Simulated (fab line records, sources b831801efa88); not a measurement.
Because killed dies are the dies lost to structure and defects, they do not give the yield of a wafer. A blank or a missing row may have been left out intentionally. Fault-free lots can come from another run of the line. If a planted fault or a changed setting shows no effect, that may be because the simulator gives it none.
Matching of chambers ; flow gf180mcu ; 4 sister chambers for GF_V5_ETCH_16 on rieDiel-03
The step etches BARC in N2/H2. 4 wafers are shown with their chamber, then 10 later ones without.

WAFERS PAIRED WITH THEIR CHAMBERS
wafer;chamber;drypumpMotorCurrentA (A)
L086.3;2;5.8
L086.5;3;5.4
L090.2;0;5.7
L090.3;1;6.5

WAFERS WITHOUT THEIR CHAMBER
wafer;drypumpMotorCurrentA (A)
L090.5;5.8
L091.2;6.6
L091.4;5.6
L091.6;5.8
L095.1;6.5
L095.2;5.6
L095.3;5.4
L097.1;5.4
L097.3;5.7
L097.5;6.6

THE CHAMBER EACH PASSED THROUGH
wafer;from the rows above;in truth
L090.5;can't be placed: 2 or 0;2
L091.2;1;1
L091.4;can't be placed: 0 or 3 or 2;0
L091.6;can't be placed: 2 or 0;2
L095.1;1;1
L095.2;can't be placed: 0 or 3 or 2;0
L095.3;3;3
L097.1;3;3
L097.3;can't be placed: 0 or 2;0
L097.5;1;1
Correctly placed: 5 of 10. From these rows, 5 cannot be placed; in 5 the true chamber is one of the candidates. Wrongly placed: 0.
How it was worked out, from the rows above alone: a wafer's distance from a chamber is the root of the sum, over the readings, of the square of ((its reading less the chamber's mean) divided by the reading's scatter). The wafer belongs to the nearest chamber; if the next one is less than 2 further off, it can't be placed. A chamber's mean is the mean of its shown wafers. The scatter: with one shown wafer a chamber, the root of the mean of the squares of how far each hidden wafer lies from its nearest shown one.
